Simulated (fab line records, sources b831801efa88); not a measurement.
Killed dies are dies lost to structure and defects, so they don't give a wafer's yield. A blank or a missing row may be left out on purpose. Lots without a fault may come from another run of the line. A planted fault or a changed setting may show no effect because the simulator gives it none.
Which tool did it? | flow sky130 | 24 lots, 72 wafers sampled, at 5 steps of a route of 708

WHAT THE GAUGES READ, wafer by wafer
SKY_METAL2_OVL_MEAS_16. Usual: METAL2_OVL -2 nm, standard deviation 5.
lot  | measured     | on         | METAL2_OVL (nm) | flag
L074 | day 35 09:20 | overlay-02 | 3 -1 3          |
L075 | day 35 18:41 | overlay-02 | 0 -5 -1         |
L076 | day 36 01:13 | overlay-01 | -11 -4 -1       |
L078 | day 36 11:29 | overlay-01 | -5 -5 -7        |
L077 | day 36 13:22 | overlay-02 | -7 -8 -11       |
L080 | day 36 21:02 | overlay-01 | -1 1 4          |
L079 | day 36 21:46 | overlay-02 | 4 -2 4          |
L081 | day 37 10:23 | overlay-01 | -2 0 1          |
L082 | day 37 14:02 | overlay-02 | 1 6 7           |
L083 | day 37 23:50 | overlay-02 | -5 -1 -8        |
L084 | day 38 14:05 | overlay-02 | -2 -1 0         |
L085 | day 38 19:11 | overlay-01 | 10 3 6          |
L086 | day 39 02:23 | overlay-01 | 7 6 -6          |
L087 | day 39 13:07 | overlay-01 | -1 1 2          |
L088 | day 39 15:29 | overlay-01 | -1 0 0          |
L089 | day 39 21:47 | overlay-01 | 7 2 2           |
L090 | day 40 06:53 | overlay-02 | -7 -1 -8        |
L091 | day 40 12:05 | overlay-01 | -4 -6 -7        |
L093 | day 41 03:44 | overlay-01 | -2 1 -4         |
L092 | day 41 04:38 | overlay-01 | 2 3 2           |
L094 | day 41 06:05 | overlay-01 | -9 -7 -5        |
L095 | day 41 06:25 | overlay-02 | 0 5 2           |
L096 | day 41 16:50 | overlay-01 | -5 -1 -9        |
L097 | day 42 01:29 | overlay-02 | 3 3 4           |

SKY_VIA3_CD_MEAS_12: target cd 200 nm. Usual: cd_nm 200.5 nm, standard deviation 1.2.
lot  | measured     | on        | cd_nm (nm)        | flag
L074 | day 39 20:22 | cd_sem-02 | 201.5 201.6 201.3 |
L075 | day 40 03:50 | cd_sem-01 | 198.4 199.3 197.8 |
L076 | day 40 10:10 | cd_sem-01 | 201.9 201.3 200.9 |
L078 | day 40 21:46 | cd_sem-01 | 201.1 200.8 201.7 |
L077 | day 40 23:24 | cd_sem-01 | 202.2 200.8 201.6 |
L080 | day 41 07:15 | cd_sem-01 | 202.2 201.3 201.5 |
L079 | day 41 08:01 | cd_sem-02 | 197.8 198.3 198.4 |
L081 | day 41 17:29 | cd_sem-01 | 202.6 199.8 201.3 |
L082 | day 41 23:16 | cd_sem-01 | 198.6 201.0 200.8 |
L083 | day 42 06:51 | cd_sem-01 | 199.8 198.1 199.8 |
L084 | day 42 17:47 | cd_sem-01 | 198.3 198.7 200.3 |
L085 | day 43 01:02 | cd_sem-02 | 201.3 200.2 200.3 |
L086 | day 43 07:10 | cd_sem-01 | 201.0 200.8 201.3 |
L087 | day 43 16:21 | cd_sem-02 | 202.1 202.0 201.2 |
L088 | day 43 18:19 | cd_sem-01 | 199.6 199.4 199.8 |
L089 | day 44 00:49 | cd_sem-01 | 203.4 202.4 202.1 |
L090 | day 44 10:46 | cd_sem-01 | 201.6 200.6 200.1 |
L091 | day 44 15:38 | cd_sem-02 | 198.2 199.4 199.2 |
L093 | day 45 04:10 | cd_sem-01 | 201.3 200.3 201.8 |
L092 | day 45 06:20 | cd_sem-02 | 199.7 199.8 199.7 |
L094 | day 45 08:11 | cd_sem-01 | 200.3 199.3 199.7 |
L095 | day 45 08:28 | cd_sem-02 | 200.4 200.4 200.0 |
L096 | day 45 16:47 | cd_sem-02 | 200.4 201.7 201.1 |
L097 | day 46 00:16 | cd_sem-01 | 202.0 200.4 203.4 |

SKY_VIA3_RS_MEAS_22: measures by four-point-probe. Usual: VIA3_W_RS 0.295 ohm/sq, standard deviation 0.0047.
lot  | measured     | on            | VIA3_W_RS (ohm/sq) | flag
L074 | day 39 21:23 | film_metro-04 | 0.295 0.303 0.289  |
L075 | day 40 04:52 | film_metro-01 | 0.300 0.290 0.288  |
L076 | day 40 11:11 | film_metro-03 | 0.295 0.295 0.286  |
L078 | day 40 22:48 | film_metro-03 | 0.288 0.286 0.293  |
L077 | day 41 00:26 | film_metro-01 | 0.297 0.287 0.297  |
L080 | day 41 08:19 | film_metro-03 | 0.292 0.293 0.296  |
L079 | day 41 09:05 | film_metro-04 | 0.299 0.295 0.298  |
L081 | day 41 18:34 | film_metro-01 | 0.294 0.292 0.298  |
L082 | day 42 00:19 | film_metro-04 | 0.294 0.293 0.297  |
L083 | day 42 07:55 | film_metro-03 | 0.293 0.299 0.298  |
L084 | day 42 18:50 | film_metro-01 | 0.295 0.298 0.295  |
L085 | day 43 02:04 | film_metro-04 | 0.289 0.296 0.288  |
L086 | day 43 08:11 | film_metro-01 | 0.288 0.294 0.288  |
L087 | day 43 17:25 | film_metro-01 | 0.295 0.289 0.289  |
L088 | day 43 19:22 | film_metro-03 | 0.292 0.296 0.300  |
L089 | day 44 01:50 | film_metro-01 | 0.293 0.299 0.297  |
L090 | day 44 11:50 | film_metro-01 | 0.302 0.302 0.298  |
L091 | day 44 16:40 | film_metro-03 | 0.299 0.295 0.292  |
L093 | day 45 05:12 | film_metro-03 | 0.296 0.301 0.294  |
L092 | day 45 07:25 | film_metro-03 | 0.293 0.284 0.287  |
L094 | day 45 09:17 | film_metro-03 | 0.294 0.295 0.298  |
L095 | day 45 09:31 | film_metro-03 | 0.293 0.291 0.295  |
L096 | day 45 17:49 | film_metro-01 | 0.288 0.284 0.296  |
L097 | day 46 01:18 | film_metro-01 | 0.302 0.299 0.299  |

SKY_VIA3_THK_MEAS_23: measures by xrf. Usual: VIA3_W_THK 388 nm, standard deviation 7.5.
lot  | measured     | on            | VIA3_W_THK (nm) | flag
L074 | day 39 21:31 | film_metro-04 | 394 382 399     |
L075 | day 40 04:58 | film_metro-01 | 384 396 399     |
L076 | day 40 11:19 | film_metro-03 | 383 384 399     |
L078 | day 40 22:53 | film_metro-03 | 397 395 388     |
L077 | day 41 00:34 | film_metro-01 | 384 399 388     |
L080 | day 41 08:26 | film_metro-03 | 391 387 384     |
L079 | day 41 09:12 | film_metro-04 | 387 391 386     |
L081 | day 41 18:40 | film_metro-01 | 391 395 383     |
L082 | day 42 00:25 | film_metro-04 | 397 397 392     |
L083 | day 42 08:02 | film_metro-03 | 384 380 382     |
L084 | day 42 18:56 | film_metro-01 | 388 384 391     |
L085 | day 43 02:11 | film_metro-04 | 405 391 401     |
L086 | day 43 08:19 | film_metro-01 | 402 392 401     |
L087 | day 43 17:32 | film_metro-01 | 393 398 400     |
L088 | day 43 19:28 | film_metro-03 | 381 381 375     |
L089 | day 44 01:58 | film_metro-01 | 394 388 391     |
L090 | day 44 11:58 | film_metro-01 | 385 382 391     |
L091 | day 44 16:47 | film_metro-03 | 378 386 389     |
L093 | day 45 05:19 | film_metro-03 | 378 377 383     |
L092 | day 45 07:32 | film_metro-03 | 385 397 394     |
L094 | day 45 09:24 | film_metro-03 | 383 382 378     |
L095 | day 45 09:38 | film_metro-03 | 385 388 382     |
L096 | day 45 17:56 | film_metro-01 | 400 401 388     |
L097 | day 46 01:25 | film_metro-01 | 379 383 380     |

WHICH TOOL RAN EACH LOT (tool, then ch and the chambers of the sampled wafers, then the start)
lot  | SKY_METAL1_SPUTTER_01
L074 | pvd_sputter-04, day 32 00:51
L075 | pvd_sputter-02, day 32 06:58
L076 | pvd_sputter-04, day 32 14:54
L078 | pvd_sputter-04, day 33 01:07
L077 | pvd_sputter-04, day 33 03:33
L080 | pvd_sputter-01, day 33 11:46
L079 | pvd_sputter-02, day 33 11:53
L081 | pvd_sputter-04, day 34 00:48
L082 | pvd_sputter-01, day 34 03:57
L083 | pvd_sputter-04, day 34 13:57
L084 | pvd_sputter-04, day 35 07:11
L085 | pvd_sputter-02, day 35 09:58
L086 | pvd_sputter-01, day 35 18:55
L087 | pvd_sputter-02, day 36 06:32
L088 | pvd_sputter-02, day 36 10:05
L089 | pvd_sputter-04, day 36 12:49
L090 | pvd_sputter-04, day 37 01:11
L091 | pvd_sputter-02, day 37 04:08
L093 | pvd_sputter-02, day 37 19:50
L092 | pvd_sputter-04, day 37 22:08
L094 | pvd_sputter-02, day 37 22:31
L095 | pvd_sputter-02, day 38 01:23
L096 | pvd_sputter-01, day 38 12:28
L097 | pvd_sputter-02, day 38 20:58
- SKY_METAL1_SPUTTER_01: material TiN, target thk 20 nm, time 16.7 s.

WHAT THE TOOLS THEMSELVES READ (means of the sampled wafers that have a number; where no wafer has one, the mark that the record gives instead)
SKY_METAL1_SPUTTER_01. Usual: throttle_valve_pct 29.8 %, standard deviation 0.81.
lot  | tool           | throttle_valve_pct (%) | flag
L074 | pvd_sputter-04 | 30.4                   |
L075 | pvd_sputter-02 | 29.5                   |
L076 | pvd_sputter-04 | 30.3                   |
L078 | pvd_sputter-04 | 30.8                   |
L077 | pvd_sputter-04 | 30.5                   |
L080 | pvd_sputter-01 | 30.0                   |
L079 | pvd_sputter-02 | 29.3                   |
L081 | pvd_sputter-04 | 30.8                   |
L082 | pvd_sputter-01 | 29.6                   |
L083 | pvd_sputter-04 | 30.3                   |
L084 | pvd_sputter-04 | 30.4                   |
L085 | pvd_sputter-02 | 29.4                   |
L086 | pvd_sputter-01 | 29.6                   |
L087 | pvd_sputter-02 | 29.1                   |
L088 | pvd_sputter-02 | 29.4                   |
L089 | pvd_sputter-04 | 30.8                   |
L090 | pvd_sputter-04 | 30.9                   |
L091 | pvd_sputter-02 | 29.0                   |
L093 | pvd_sputter-02 | 29.5                   |
L092 | pvd_sputter-04 | 30.8                   |
L094 | pvd_sputter-02 | 29.6                   |
L095 | pvd_sputter-02 | 29.4                   |
L096 | pvd_sputter-01 | 30.0                   |
L097 | pvd_sputter-02 | 29.4                   |

THE ANSWER, worked out from the rows above alone
Rule: a lot is off if the mean of its wafers that have a number lies more than 3 standard deviations from the usual mean. A lot without any number at a reading at which 4 lots or more have one is off too. The other lots that the step has rows for count as sound. The gauges are gone through in route order, then the tools' own readings, and for those a lot's mean is taken as printed above. The first step at which some lot is off is used, and at that step the reading that is off furthest; a lot without a number counts as furthest.
No lot is off at any reading shown: from this, nothing can be told.

WHAT THE SIMULATOR HAD PUT IN
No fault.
